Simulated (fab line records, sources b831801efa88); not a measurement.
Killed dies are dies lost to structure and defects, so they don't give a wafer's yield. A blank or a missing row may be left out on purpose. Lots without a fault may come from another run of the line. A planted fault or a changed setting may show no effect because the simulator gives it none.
A struck lot beside a sound one | flow sky130 | 16 steps out of a route of 708
Sound: wafers L645.3, L645.4, L645.6. Struck: wafer L667.5. (L667.3, L667.4 of the same lot were not struck and are left out.) The cause comes at the end.
At each step with rows: each side's tool, then ch and its chambers, then its first start. Under that, the readings that differ: sound wafers | struck wafers | difference of the means | sigmas: that difference in standard deviations of wafers without a fault.
alike: readings whose means differ by less than 2 such deviations, and words and numbers that are the same on both sides. not compared: withheld readings, readings that some wafer has no value for, bounds like >300 that may hide the same value, and numbers for which the record gives no deviation and whose values overlap.
The two part at a step that has a row with sigmas, a row that says differs or no value, or rows on one side only. Numbers that don't overlap but have no deviation are shown without sigmas and don't part them. A reading that every wafer of one side lacks parts them only if that side has two wafers or more.

SKY_SD_N_OVL_MEAS_08:
  sound on overlay-02, day 27 14:47; struck on overlay-02, day 36 01:29
  reading       | sound          | struck | difference | sigmas
  SD_N_OVL (nm) | -2.5 -1.9 -1.0 | 2.8    | +4.6       | +3
then, 2 steps without rows for these wafers: SKY_SD_N_IMPLANT_09; SKY_SD_N_IMPLANT_10.
SKY_SD_N_STRIP_11: strips in O2/N2.
  sound on plasma_asher-01 ch 0,1, day 27 15:08; struck on plasma_asher-04 ch 0, day 36 01:51
  alike: drypump_motor_current_A, oes_product_au, strip_time_to_endpoint_s
  not compared: rf_hours_counter_h
SKY_SD_N_TW_MEAS_12:
  sound on film_metro-02, day 27 15:14; struck on film_metro-02, day 36 01:56
  alike: SD_N_TW
then, 1 step without rows for these wafers: SKY_SD_N_CLEAN_13 (cleans in SC1/SC2, time 150 s).
SKY_SD_N_RTA_14: time 2 s.
  sound on rtp_anneal-01 ch 0, day 27 15:20; struck on rtp_anneal-01 ch 0, day 36 02:02
  alike: lamp_power_pct, wafer_temp_C_max
SKY_SD_N_RS_MEAS_16: measures by four-point-probe.
  sound on film_metro-01, day 27 15:32; struck on film_metro-02, day 36 02:14
  alike: SD_N_RS
SKY_SD_N_RS_MEAS_17: measures by four-point-probe.
  sound on film_metro-01, day 27 15:40; struck on film_metro-02, day 36 02:22
  alike: SD_P_RS
SKY_SD_N_RS_MEAS_18: measures by four-point-probe.
  sound on film_metro-01, day 27 15:47; struck on film_metro-02, day 36 02:29
  alike: RES_XHIGH_RS
then, 1 step without rows for these wafers: SKY_SALICIDE_CLEAN_00 (cleans in HF-last, time 30 s).
SKY_LI_CONTACT_HDPCVD_00: deposits PSG, target thk 930 nm, time 155 s.
  sound on hdpcvd-02 ch 1,2, day 27 15:52; struck on hdpcvd-01 ch 2, day 36 02:35
  reading                                       | sound             | struck | difference | sigmas
  sih4_flow_sccm (sccm)                         | 60.08 60.03 60.11 | 71.96  | +11.89     | +70
  model.PSG_of_LI_CONTACT_HDPCVD_00.thk_nm (nm) | 927.3 922.3 929.1 | 1117   | +191       |
SKY_LI_CONTACT_THK_MEAS_01:
  sound on film_metro-02, day 27 16:00; struck on film_metro-01, day 36 02:56
  reading                    | sound       | struck | difference | sigmas
  LI_CONTACT_HDPCVD_THK (nm) | 928 922 930 | 1118   | +191       | +16
  not compared: hold
SKY_LI_CONTACT_CMP_02: polishes PSG.
  sound on cmp-02 ch 0,2,3, day 27 16:08; struck on cmp-01 ch 3, day 36 04:26
  reading                | sound    | struck                   | difference                   | sigmas
  hold                   | - - -    | await_dispo/1.3h/release | no value on the sound wafers |
  time_to_endpoint_s (s) | 32 31 39 | 55                       | +21                          | +6
  alike: edge_zone_pressure_frac, motor_current_A, slurry_flow_ml_min
SKY_LI_CONTACT_BOW_MEAS_03:
  sound on film_metro-02, day 27 16:23; struck on film_metro-04, day 36 04:47
  alike: LI_CONTACT_BOW
-- the record jumps here: 15 days lie between the struck wafers' starts before and after (it left off in module LI_CONTACT and takes up again in module PAD_OPEN, whose first step shown is number 708 of the route) --
SKY_PAD_OPEN_PROBE_99:
  sound on prober-01, day 45 15:58; struck on prober-01, day 51 05:18
  alike: killed_at_M0_to_M3, killed_at_M4_up, killed_at_contacts, killed_at_front_end, killed_at_other, killed_dies, killed_on_rim, killed_open, killed_short

WHERE THEY PART
First at SKY_SD_N_OVL_MEAS_08; last, within this record, at SKY_LI_CONTACT_CMP_02. Later steps at which nothing parts them and some readings are alike: SKY_LI_CONTACT_BOW_MEAS_03, SKY_PAD_OPEN_PROBE_99.

WHY: what the simulator had put in
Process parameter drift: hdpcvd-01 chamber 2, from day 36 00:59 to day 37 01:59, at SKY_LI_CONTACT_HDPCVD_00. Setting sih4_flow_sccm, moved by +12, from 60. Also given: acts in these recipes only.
